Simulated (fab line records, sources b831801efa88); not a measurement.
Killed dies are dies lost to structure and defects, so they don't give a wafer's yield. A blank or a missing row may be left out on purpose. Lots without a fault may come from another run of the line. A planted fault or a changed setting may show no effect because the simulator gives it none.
fab line records | flow sky130 | part 2 of 2: steps 27 to 37 of 37
record lots=5 wafers=15 last_day=49
route steps=708 shown LDD_P@262 LDD_HVN@267 LDD_HVP@278 LDD_LDN@289
lots that met no fault: from a run of the same line without faults
start_h: hours from the record's first day to the start of the lot's first wafer shown | wait_h: hours since the lot's step before | " the same as in the row above | L1.1+2: a row that stands for several wafers | - no value, or no start given | * or withheld: withheld | < > ~ a bound
route shown NAME@n: a module of which the file shows steps, and the number in the route of the first | usual: mean/standard deviation of fault-free wafers | same: alike in all rows | chamber/n: place in a boat | sites: the reading at each site | _std_site: their standard deviation | _edge_site: outer sites' mean less inner sites' | radius_mm: how far each site lies from the wafer's centre | mask NAME#n: copy n | behind: the tool/chamber that last shaped the wafer | hold: why the lot was held/for how many hours/how that ended | device: the transistor (n, p or np) that didn't switch | end of line: the same wafers' tests at the end of the route | a step without rows: its recipe alone | killed: dies lost to structure and defects at the first sort, not the wafer's yield | map: a wafer's dies, x killed, . not, _ none there
set.NAME: the setting as run; set.NAME@STEP: as run at that earlier step | model.NAME: the simulator's own value behind a step, which no gauge read
lots at some steps of the route; a table a step, a row a wafer
services: from which hour (start_h, from the record's first day; less than 0 if before it) a tool's chamber was out of use, for how many hours, and why
## steps
# step SKY_LDD_HVP_TW_MEAS_10
# usual LDD_HVP_TW=458/5
# columns lot.wafer tool chamber start_h wait_h LDD_HVP_TW
L075.1 film_metro-03 - 526.58 0.1 448
L075.2 " - " " 451
L075.6 " - " " 451
L077.1 film_metro-02 - 536.33 0.1 461
L077.4 " - " " 461
L077.6 " - " " 464
L079.1 film_metro-04 - 542.13 0.1 465
L079.3 " - " " 460
L079.4 " - " " 464
L080.1 film_metro-02 - 561.05 0.1 459
L080.2 " - " " 457
L080.3 " - " " 459
L092.1 film_metro-02 - 653.19 0.1 460
L092.2 " - " " 460
L092.3 " - " " 461
# step SKY_LDD_LDN_DEHYDRATE_00
# recipe temp_c=200 time_s=60
# usual exhaust_pa=45.2/0.83
# columns lot.wafer tool chamber start_h wait_h exhaust_pa
L075.1 litho_track-03 0 541.17 14.6 45.2
L075.2 " 0 " " 46.8
L075.6 " 0 " " 45.5
L077.1 litho_track-03 0 550.42 14.1 45.8
L077.4 " 0 " " 45.0
L077.6 " 0 " " 46.3
L079.1 litho_track-03 0 556.62 14.5 45.8
L079.3 " 0 " " 45.2
L079.4 " 0 " " 45.1
L080.1 litho_track-03 0 575.17 14.1 46.5
L080.2 " 0 " " 45.2
L080.3 " 0 " " 46.8
L092.1 litho_track-03 0 666.67 13.5 44.2
L092.2 " 0 " " 44.5
L092.3 " 0 " " 44.7
# step SKY_LDD_LDN_HMDS_01
# recipe prime_time_s=60 prime_temp_c=120
# usual exhaust_pa=45.3/0.89
# columns lot.wafer tool chamber start_h wait_h exhaust_pa
L075.1 litho_track-03 0 541.32 0.1 45.4
L075.2 " 0 " " 43.8
L075.6 " 0 " " 45.6
L077.1 litho_track-03 0 550.57 0.1 45.4
L077.4 " 0 " " 44.3
L077.6 " 0 " " 47.5
L079.1 litho_track-03 0 556.77 0.1 45.6
L079.3 " 0 " " 44.9
L079.4 " 0 " " 44.5
L080.1 litho_track-03 0 575.32 0.1 45.6
L080.2 " 0 " " 45.6
L080.3 " 0 " " 45.8
L092.1 litho_track-03 0 666.82 0.1 47.2
L092.2 " 0 " " 46.1
L092.3 " 0 " " 46.1
# step SKY_LDD_LDN_COAT_02
# recipe resist=NOVOLAK spin_rpm=3000 resist_thk_nm=1140
# usual exhaust_pa=45.0/0.91
# columns lot.wafer tool chamber start_h wait_h exhaust_pa
L075.1 litho_track-03 0 541.47 0.1 45.3
L075.2 " 0 " " 45.1
L075.6 " 0 " " 47.3
L077.1 litho_track-03 0 550.72 0.1 43.2
L077.4 " 0 " " 45.0
L077.6 " 0 " " 45.0
L079.1 litho_track-03 0 556.92 0.1 44.6
L079.3 " 0 " " 44.8
L079.4 " 0 " " 44.6
L080.1 litho_track-03 0 575.47 0.1 45.4
L080.2 " 0 " " 44.6
L080.3 " 0 " " 46.5
L092.1 litho_track-03 0 666.97 0.1 44.0
L092.2 " 0 " " 44.3
L092.3 " 0 " " 43.7
# step SKY_LDD_LDN_SOFTBAKE_03
# recipe temp_c=90 time_s=60 resist=NOVOLAK
# usual exhaust_pa=44.8/0.84
# columns lot.wafer tool chamber start_h wait_h exhaust_pa
L075.1 litho_track-03 0 541.62 0.1 45.2
L075.2 " 0 " " 45.6
L075.6 " 0 " " 45.1
L077.1 litho_track-03 0 550.87 0.1 45.0
L077.4 " 0 " " 43.7
L077.6 " 0 " " 46.0
L079.1 litho_track-03 0 557.07 0.1 44.2
L079.3 " 0 " " 44.3
L079.4 " 0 " " 43.9
L080.1 litho_track-03 0 575.62 0.1 44.4
L080.2 " 0 " " 46.2
L080.3 " 0 " " 44.8
L092.1 litho_track-03 0 667.12 0.1 45.5
L092.2 " 0 " " 45.7
L092.3 " 0 " " 45.3
# step SKY_LDD_LDN_EXPOSE_04
# recipe mask_id=LDNTM na=0.6 source_shape=conventional sigma_outer=0.6 polarization=unpolarized target_cd_nm=700 dose_mj=140
# columns lot.wafer tool chamber start_h wait_h mask
L075.1+2+6 iline_stepper-02 0 - - LDNTM#0
L077.1+4+6 iline_stepper-01 0 - - LDNTM#0
L079.1+3+4 iline_stepper-01 0 - - LDNTM#0
L080.1+2+3 iline_stepper-02 0 - - LDNTM#0
L092.1+2+3 iline_stepper-02 0 - - LDNTM#0
# step SKY_LDD_LDN_PEB_05
# recipe temp_c=withheld time_s=* resist=NOVOLAK
# usual exhaust_pa=45.1/0.87
# columns lot.wafer tool chamber start_h wait_h exhaust_pa
L075.1 litho_track-03 0 - - 45.0
L075.2 " 0 " " 45.3
L075.6 " 0 " " 46.2
L077.1 litho_track-04 0 - - 46.0
L077.4 " 0 " " 45.2
L077.6 " 0 " " 45.6
L079.1 litho_track-04 0 - - 46.2
L079.3 " 0 " " 46.9
L079.4 " 0 " " 44.5
L080.1 litho_track-03 0 - - 44.8
L080.2 " 0 " " 43.9
L080.3 " 0 " " 44.1
L092.1 litho_track-03 0 - - 45.8
L092.2 " 0 " " 45.2
L092.3 " 0 " " 45.8
# step SKY_LDD_LDN_DEVELOP_06
# recipe resist=NOVOLAK developer=TMAH develop_time_s=60 dev_temp_c=23
# usual exhaust_pa=45.0/0.88
# columns lot.wafer tool chamber start_h wait_h exhaust_pa
L075.1 litho_track-03 0 556.47 0.1 45.4
L075.2 " 0 " " 43.8
L075.6 " 0 " " 46.3
L077.1 litho_track-04 0 565.98 0.1 46.1
L077.4 " 0 " " 45.8
L077.6 " 0 " " 44.8
L079.1 litho_track-04 0 571.08 0.1 43.2
L079.3 " 0 " " 44.5
L079.4 " 0 " " 43.7
L080.1 litho_track-03 0 589.97 0.1 44.8
L080.2 " 0 " " 46.3
L080.3 " 0 " " 44.8
L092.1 litho_track-03 0 680.52 0.1 44.9
L092.2 " 0 " " 45.4
L092.3 " 0 " " 44.9
# step SKY_LDD_LDN_OVL_MEAS_07
# usual LDD_LDN_OVL=0.8/1.3
# columns lot.wafer tool chamber start_h wait_h LDD_LDN_OVL[nm]
L075.1 overlay-01 - 556.62 0.1 1.7
L075.2 " - " " 2.3
L075.6 " - " " 2.5
L077.1 overlay-02 - 566.13 0.1 2.0
L077.4 " - " " 1.0
L077.6 " - " " 2.9
L079.1 overlay-01 - 571.23 0.1 1.5
L079.3 " - " " 1.2
L079.4 " - " " 1.9
L080.1 overlay-02 - 590.12 0.1 1.8
L080.2 " - " " 1.9
L080.3 " - " " 2.4
L092.1 overlay-02 - 680.67 0.1 0.5
L092.2 " - " " -1.5
L092.3 " - " " -0.8
# step SKY_LDD_LDN_IMPLANT_08
# recipe species=As energy_kev=15 dose_cm2=1.25e+13 tilt_deg=withheld rotation_deg=23
# usual faraday_current_uA=70.5/1.5
# columns lot.wafer tool chamber start_h wait_h faraday_current_uA
L075.1 implanter-01 0 556.65 0.0 69.8
L075.2 " 0 " " 70.5
L075.6 " 0 " " 67.8
L077.1 implanter-01 0 566.17 0.0 70.3
L077.4 " 0 " " 70.3
L077.6 " 0 " " 69.8
L079.1 implanter-04 0 571.27 0.0 68.5
L079.3 " 0 " " 70.5
L079.4 " 0 " " 70.7
L080.1 implanter-02 0 590.15 0.0 70.8
L080.2 " 0 " " 70.0
L080.3 " 0 " " 69.7
L092.1 implanter-01 0 680.70 0.0 69.6
L092.2 " 0 " " 68.1
L092.3 " 0 " " 67.1
# step SKY_LDD_LDN_IMPLANT_09
# recipe species=As energy_kev=15 dose_cm2=1.25e+13 tilt_deg=withheld rotation_deg=113
# usual faraday_current_uA=70.5/1.4
# columns lot.wafer tool chamber start_h wait_h faraday_current_uA
L075.1 implanter-01 0 556.80 0.1 70.2
L075.2 " 0 " " 70.5
L075.6 " 0 " " 70.7
L077.1 implanter-01 0 566.32 0.1 71.5
L077.4 " 0 " " 70.3
L077.6 " 0 " " 70.4
L079.1 implanter-04 0 571.42 0.1 69.6
L079.3 " 0 " " 70.5
L079.4 " 0 " " 69.9
L080.1 implanter-02 0 590.30 0.1 70.4
L080.2 " 0 " " 67.5
L080.3 " 0 " " 69.6
L092.1 implanter-01 0 680.85 0.1 71.8
L092.2 " 0 " " 72.2
L092.3 " 0 " " 70.0
## services
# columns tool chamber start_h hours kind
iline_stepper-01 - 452.17 2.1 pm
plasma_asher-03 - 454.38 14.6 pm
plasma_asher-04 - 470.35 1.4 repair
implanter-02 - 473.52 0.9 repair
iline_stepper-01 - 474.84 6.6 repair
implanter-04 - 487.50 3.2 repair
plasma_asher-01 - 504.77 2.8 pm
implanter-04 - 516.53 5.6 repair
iline_stepper-01 - 535.95 1.7 pm
implanter-01 - 542.31 5.9 repair
plasma_asher-04 - 546.17 2.8 pm
implanter-04 - 552.69 2.6 pm
plasma_asher-02 - 552.70 20.2 pm
plasma_asher-04 - 574.57 0.7 repair
iline_stepper-02 - 592.13 23.2 repair
plasma_asher-01 - 598.51 3.1 repair
implanter-04 - 605.02 1.7 repair
iline_stepper-02 - 615.33 1.7 pm
implanter-03 - 622.19 101.2 pm
implanter-04 - 628.67 1.3 repair
iline_stepper-02 - 630.13 10.6 repair
implanter-04 - 663.49 6.6 pm
litho_track-03 - 668.36 - consumable_replace:filter
iline_stepper-02 - 675.07 10.8 repair
